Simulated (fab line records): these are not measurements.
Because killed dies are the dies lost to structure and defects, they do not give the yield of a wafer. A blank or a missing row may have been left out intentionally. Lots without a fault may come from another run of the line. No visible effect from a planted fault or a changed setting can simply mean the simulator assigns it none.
fab line records | flow sky130 | part 2 of 2: steps 28 to 37 of 37
record: lots: 5 wafers: 15 last_day: 50
route steps=708 shown LOCAL_INTERCONNECT@396 CONTACT@406
lots that met no fault: from a run of the same line without faults
start_h: hours from the record's first day to the start of the lot's first wafer shown | wait_h: hours elapsed since this lot's preceding step | " the same as in the row above | L1.1+2: several wafers, shown together as one row | - no value present, or no start provided | * or withheld: withheld | < > ~ a bound
route shown NAME@n: NAME is a module with steps in the file, n the number in the route of the first one | usual: mean/standard deviation of fault-free wafers | same: alike in all rows | chamber/n: place in a boat | sites: per-site readings | _std_site: standard deviation across them | _edge_site: outer sites' mean less inner sites' | radius_mm: how far each site lies from the wafer's centre | mask NAME#n: copy n | behind: the tool/chamber that last shaped the wafer | hold: cause of the lot's hold/its duration in hours/its outcome | device: which transistor (n, p or np) failed to switch | end of line: the route-end tests of the same wafers | for a step that has no rows: nothing shown but its recipe | killed: at the first sort, the dies lost to defects and structure; wafer yield is something else | map: shows each die of a wafer: x if killed, . if not, _ if none is there
set.NAME: the run value of the setting; set.NAME@STEP: its run value at that earlier step | model.NAME: the simulator's own value behind a step, which no gauge read
lots seen at some steps along the route; tables by step, rows by wafer
services: when a tool's chamber went out of use (start_h, in hours from the record's first day, below 0 if earlier), for how many hours, and the reason
== steps ==
step: SKY_CONTACT_ETCH_17
recipe: target: SiO2 chemistry: C4F8/O2/Ar stop_on: Si3N4 mask_material: KrF-thick source_w: 1500 bias_w: 1200 pressure_mtorr: 40 c4f8_flow_sccm: withheld O2_flow_sccm: 6 Ar_flow_sccm: 300 time_s: withheld target_depth_a: 3400
usual: oes_product_au: 0.892/0.0046 rf_fwd_power_W: 1485/6.4
columns lot.wafer tool chamber start_h wait_h oes_product_au rf_fwd_power_W
L074.1 rie_diel-04 2 729.99 0.0 0.893 1489
L074.2 " 3 " " 0.892 1501
L074.5 " 2 " " 0.894 1474
L083.1 rie_diel-01 0 801.99 0.0 0.891 1494
L083.2 " 2 " " 0.894 1486
L083.4 " 3 " " 0.886 1485
L090.2 rie_diel-02 1 856.34 0.0 0.886 1488
L090.3 " 3 " " 0.895 1496
L090.6 " 0 " " 0.891 1476
L094.2 rie_diel-02 0 887.24 0.0 0.887 1482
L094.4 " 1 " " 0.889 1489
L094.5 " 2 " " 0.895 1488
L096.4 rie_diel-02 2 892.24 0.0 0.894 1483
L096.5 " 0 " " 0.890 1478
L096.6 " 1 " " 0.905 1488
step: SKY_CONTACT_ETCH_18
recipe: target: Si3N4 chemistry: CHF3/O2 stop_on: TiN source_w: 600 bias_w: 200 pressure_mtorr: 40 chf3_flow_sccm: 50 O2_flow_sccm: 5 time_s: 39 target_depth_a: 750
usual: drypump_motor_current_A: 5.7/0.4 oes_product_au: 0.854/0.0072 rf_fwd_power_W: 592.2/2.6 throttle_valve_pct: 8.793/0.0082
columns lot.wafer tool chamber start_h wait_h drypump_motor_current_A oes_product_au rf_fwd_power_W rf_hours_counter_h throttle_valve_pct
L074.1 rie_diel-04 2 - - 5.1 0.852 591.8 5 8.796
L074.2 " 3 " " 5.6 0.848 594.2 17 8.778
L074.5 " 2 " " 5.1 0.859 589.9 - 8.789
L083.1 rie_diel-01 0 - - 6.1 0.859 592.6 8 8.788
L083.2 " 2 " " 5.6 0.859 588.5 9 8.805
L083.4 " 3 " " 5.0 0.863 594.7 20 8.815
L090.2 rie_diel-02 1 - - 6.1 0.854 591.2 14 8.794
L090.3 " 3 " " 5.9 0.853 595.8 22 8.796
L090.6 " 0 " " 6.0 0.871 591.7 - 8.804
L094.2 rie_diel-02 0 - - 6.0 0.859 590.1 8 8.797
L094.4 " 1 " " 6.1 0.851 589.5 15 8.781
L094.5 " 2 " " 6.1 0.857 592.7 - 8.780
L096.4 rie_diel-02 2 - - 6.1 0.857 592.7 9 8.794
L096.5 " 0 " " 6.0 0.863 587.5 - 8.798
L096.6 " 1 " " 6.1 0.866 592.4 - 8.783
step: SKY_CONTACT_STRIP_19
recipe: chemistry: O2/N2 power_w: 1400 pressure_mtorr: 1500 platen_temp_c: withheld o2_flow_sccm: 3000 n2_flow_sccm: 300 overash_fraction: 0.5
usual: drypump_motor_current_A: 6.0/0.48 oes_product_au: 0.381/0.0047 strip_time_to_endpoint_s: 3.611/0.027
columns lot.wafer tool chamber start_h wait_h drypump_motor_current_A oes_product_au rf_hours_counter_h strip_time_to_endpoint_s
L074.1 plasma_asher-02 0 730.08 - 5.4 0.379 94 3.549
L074.2 " 1 " " 6.2 0.380 94 3.586
L074.5 " 1 " " 6.3 0.379 - 3.562
L083.1 plasma_asher-01 0 802.08 - 6.7 0.384 8 3.592
L083.2 " 1 " " 5.7 0.385 8 3.584
L083.4 " 0 " " 6.7 0.383 - 3.624
L090.2 plasma_asher-02 1 856.43 - 6.2 0.382 110 3.617
L090.3 " 1 " " 6.3 0.377 - 3.613
L090.6 " 1 " " 6.3 0.381 - 3.637
L094.2 plasma_asher-04 1 887.33 - 6.4 0.379 32 3.621
L094.4 " 0 " " 5.9 0.376 - 3.631
L094.5 " 0 " " 5.8 0.382 - 3.624
L096.4 plasma_asher-02 1 892.36 - 6.2 0.376 - 3.633
L096.5 " 1 " " 6.2 0.389 - 3.673
L096.6 " 0 " " 5.4 0.381 - 3.635
step: SKY_CONTACT_STRIP_20
recipe: chemistry: post_etch_residue_remover time_s: 1200 temp_c: 72.5
usual: bath_guard_temp_C: 72.6/0.58
columns lot.wafer tool chamber start_h wait_h bath_guard_temp_C
L074.1 wet_bench-01 2 730.18 0.1 71.7
L074.2 " 2 " " 72.0
L074.5 " 2 " " 72.0
L083.1 wet_bench-01 3 802.18 0.1 73.0
L083.2 " 3 " " 73.4
L083.4 " 3 " " 73.3
L090.2 wet_bench-04 1 856.53 0.1 72.2
L090.3 " 1 " " 72.2
L090.6 " 1 " " 71.8
L094.2 wet_bench-03 3 887.43 0.1 73.0
L094.4 " 3 " " 72.8
L094.5 " 3 " " 72.8
L096.4 wet_bench-03 3 892.43 0.0 72.9
L096.5 " 3 " " 72.9
L096.6 " 3 " " 72.7
step: SKY_CONTACT_CLEAN_21
recipe: chemistry: IPA time_s: 180 temp_c: 25
columns lot.wafer tool chamber start_h wait_h
L074.1+2+5 wet_bench-03 1 730.52 0.0
L083.1+2+4 wet_bench-04 1 802.53 0.0
L090.2+3+6 wet_bench-04 0 856.88 0.0
L094.2+4+5 wet_bench-04 1 887.84 0.0
L096.4+5+6 wet_bench-01 1 892.80 0.0
step: SKY_CONTACT_CLEAN_22
recipe: chemistry: O3/DIW dry: n2_spin
columns lot.wafer tool chamber start_h wait_h
L074.1+2+5 wet_bench-01 2 730.59 0.0
L083.1+2+4 wet_bench-03 3 802.58 0.0
L090.2+3+6 wet_bench-04 1 856.93 0.0
L094.2+4+5 wet_bench-01 3 887.90 0.0
L096.4+5+6 wet_bench-03 3 892.86 0.0
step: SKY_CONTACT_SPUTTER_23
recipe: material: TiN target_thk_nm: 20 chamber_pressure_pa: 5 power_w: 4000 time_s: 80
usual: cathode_dc_power_W: 4000.0/0.77 throttle_valve_pct: 29.7/0.92
columns lot.wafer tool chamber start_h wait_h cathode_dc_power_W throttle_valve_pct
L074.1 pvd_sputter-03 - 730.69 0.0 3999.2 29.2
L074.2 " - " " 4000.1 28.5
L074.5 " - " " 3999.9 30.3
L083.1 pvd_sputter-01 - 802.68 0.0 3999.8 31.7
L083.2 " - " " 3999.8 30.6
L083.4 " - " " 4000.3 29.0
L090.2 pvd_sputter-01 - 857.03 0.0 4000.9 29.3
L090.3 " - " " 4000.3 31.6
L090.6 " - " " 3999.4 30.0
L094.2 pvd_sputter-01 - 888.00 0.0 4000.2 30.4
L094.4 " - " " 4001.8 30.2
L094.5 " - " " 3998.6 29.2
L096.4 pvd_sputter-04 - 892.99 0.0 3999.9 30.1
L096.5 " - " " 3999.7 29.3
L096.6 " - " " 4000.8 28.4
step: SKY_CONTACT_CVD_24
recipe: material: W target_thk_nm: 340 time_s: 102.12 temp_c: 400 pressure_torr: 40
usual: heater_power_w: 880/64
columns lot.wafer tool chamber start_h wait_h heater_power_w
L074.1 cvd_w-02 0 730.75 0.0 953
L074.2 " 1 " " 819
L074.5 " 0 " " 951
L083.1 cvd_w-02 0 802.74 0.0 941
L083.2 " 1 " " 826
L083.4 " 1 " " 817
L090.2 cvd_w-02 0 857.09 0.0 947
L090.3 " 1 " " 836
L090.6 " 1 " " 836
L094.2 cvd_w-01 1 888.06 0.0 915
L094.4 " 1 " " 937
L094.5 " 0 " " 811
L096.4 cvd_w-02 1 893.06 0.0 824
L096.5 " 0 " " 951
L096.6 " 1 " " 836
step: SKY_CONTACT_RS_MEAS_25
recipe: thk_meas_gauge: four-point-probe reads: W_of_CONTACT_CVD_24+TiN_of_CONTACT_SPUTTER_23
usual: CONTACT_W_RS: 0.336/0.0041
columns lot.wafer tool chamber start_h wait_h CONTACT_W_RS[ohm/sq]
L074.1 film_metro-03 - 730.86 0.1 0.331
L074.2 " - " " 0.334
L074.5 " - " " 0.329
L083.1 film_metro-03 - 802.85 0.1 0.328
L083.2 " - " " 0.339
L083.4 " - " " 0.333
L090.2 film_metro-01 - 857.22 0.1 0.339
L090.3 " - " " 0.339
L090.6 " - " " 0.338
L094.2 film_metro-02 - 888.19 0.1 0.338
L094.4 " - " " 0.343
L094.5 " - " " 0.334
L096.4 film_metro-02 - 893.19 0.1 0.334
L096.5 " - " " 0.333
L096.6 " - " " 0.333
step: SKY_CONTACT_THK_MEAS_26
recipe: thk_meas_gauge: xrf reads: W_of_CONTACT_CVD_24
usual: CONTACT_W_THK: 333/5.1
columns lot.wafer tool chamber start_h wait_h CONTACT_W_THK[nm]
L074.1 film_metro-03 - 730.98 0.1 343
L074.2 " - " " 340
L074.5 " - " " 342
L083.1 film_metro-03 - 802.97 0.1 342
L083.2 " - " " 333
L083.4 " - " " 341
L090.2 film_metro-01 - 857.33 0.1 324
L090.3 " - " " 325
L090.6 " - " " 327
L094.2 film_metro-02 - 888.30 0.1 332
L094.4 " - " " 329
L094.5 " - " " 335
L096.4 film_metro-02 - 893.28 0.1 337
L096.5 " - " " 336
L096.6 " - " " 338
== services ==
columns tool chamber start_h hours kind
cmp-01 - 687.92 0.8 repair
cmp-01 - 688.62 3.6 repair
wet_bench-02 - 691.04 1.9 pm
krf_scanner-02 - 693.09 1.3 pm
rie_diel-04 3 700.52 3.8 repair
rie_metal-04 - 713.59 2.8 pm
krf_scanner-02 - 718.72 1.0 pm
cmp-01 - 741.47 1.8 repair
krf_scanner-02 - 746.08 6.2 repair
cmp-01 - 751.61 3.9 repair
plasma_asher-02 - 766.42 12.0 repair
cmp-01 - 789.75 6.3 pm
cmp-01 - 804.65 0.5 repair
rie_metal-04 - 805.07 0.4 repair
cmp-01 - 809.70 0.7 repair
cmp-01 - 810.38 6.3 pm
krf_scanner-02 - 818.75 1.4 repair
cmp-01 - 825.64 0.5 repair
krf_scanner-02 - 827.43 0.8 pm
cvd_w-02 - 852.52 1.0 repair
krf_scanner-02 - 858.41 3.6 pm
krf_scanner-02 - 862.19 0.1 repair
krf_scanner-02 - 869.02 1.3 pm
krf_scanner-02 - 887.72 1.0 pm
